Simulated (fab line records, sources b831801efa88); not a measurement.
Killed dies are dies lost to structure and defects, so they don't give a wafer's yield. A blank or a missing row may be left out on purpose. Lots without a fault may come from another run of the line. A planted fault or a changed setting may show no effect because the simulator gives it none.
One fault seen from 2 desks | flow sfq_line | each desk has only its own numbers; what lay behind them comes last

THE TOOL OWNER'S DESK: pvd_sputter-04
The tool's own readings at SFQ_TRILAYER_M4_DEP_SPUTTER_091 (material Nb, target thk 200 nm, time 133.3 s): means of the sampled wafers that have a number, for each lot that ran on this tool. A lot is out of limits, marked OUT, if its mean lies more than 4 standard deviations from the usual mean; the brackets give that distance.
Columns: A = cathode_dc_power_W at SFQ_TRILAYER_M4_DEP_SPUTTER_091, usual 2000.0 W; B = resputter_cathode_voltage_v at SFQ_TRILAYER_M4_DEP_SPUTTER_091, usual 400 V; C = substrate_temp_c at SFQ_TRILAYER_M4_DEP_SPUTTER_091, usual 20.01 C; D = throttle_valve_pct at SFQ_TRILAYER_M4_DEP_SPUTTER_091, usual 30.4 %
lot  | first seen here | A                        | B   | C     | D
L697 | day 46 16:47    | 2000.0                   | 399 | 20.05 | 30.1
L699 | day 46 22:53    | 2159.8 (+99 or more) OUT | 401 | 20.03 | 29.9
L701 | day 48 11:54    | 2160.0 (+99 or more) OUT | 399 | 19.99 | 30.0
L708 | day 50 22:10    | 2000.1                   | 402 | 20.04 | 29.8
L710 | day 51 08:22    | 1999.9                   | 402 | 19.88 | 29.4
L713 | day 52 17:53    | 1999.8                   | 398 | 20.05 | 30.4
This desk's finding: out of limits on L699, L701; first on L699, day 46 22:53 (cathode_dc_power_W at SFQ_TRILAYER_M4_DEP_SPUTTER_091). In limits: L697, L708, L710, L713.

THE METROLOGY DESK
What the gauges read, lot by lot, whatever tool the lot ran on: means of the sampled wafers that have a number. A lot is out of limits, marked OUT, if its mean lies more than 4 standard deviations from the usual mean; the brackets give that distance.
Columns: A = L0_MONX_KI_THK at SFQ_L0_THK_MEAS_902, usual 40.1 nm; B = M4_NB_RS at SFQ_M4_RS_MEAS_924, usual 0.889 ohm/sq
lot  | first seen here | A    | B
L694 | day 2 03:43     | 40.9 | 0.878
L697 | day 2 18:41     | 39.7 | 0.893
L699 | day 3 04:41     | 40.2 | 0.823 (-7.9) OUT
L700 | day 3 09:41     | 41.2 | 0.888
L701 | day 3 14:41     | 40.3 | 0.830 (-7.0) OUT
L702 | day 3 19:41     | 40.5 | 0.880
L707 | day 4 20:42     | 39.9 | 0.887
L708 | day 5 01:41     | 39.9 | 0.878
L709 | day 5 06:41     | 39.4 | 0.895
L710 | day 5 11:41     | 39.8 | 0.891
L711 | day 5 16:41     | 39.3 | 0.889
L712 | day 5 21:41     | 40.6 | 0.881
L713 | day 6 02:41     | 40.1 | 0.898
L714 | day 6 07:41     | 39.9 | 0.891
This desk's finding: out of limits on L699, L701; first on L699, day 46 22:58 (M4_NB_RS at SFQ_M4_RS_MEAS_924). In limits: L694, L697, L700, L702, L707, L708, L709, L710, L711, L712, L713, L714.

PUT TOGETHER
The tool owner's desk could have raised an alarm at day 46 22:53, on L699, L701.
The metrology desk could have raised an alarm at day 46 22:58, on L699, L701.
Of the lots named, all ran SFQ_TRILAYER_M4_DEP_SPUTTER_091 on pvd_sputter-04.

WHAT THE SIMULATOR HAD PUT IN
Process parameter drift: pvd_sputter-04, from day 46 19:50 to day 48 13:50, at SFQ_TRILAYER_M4_DEP_SPUTTER_091. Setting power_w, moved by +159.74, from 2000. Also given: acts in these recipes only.
Lots struck among those shown: L699, L701.
Hours from the fault's start to each desk's first reading out of limits: the tool owner's desk, 3; the metrology desk, 3.
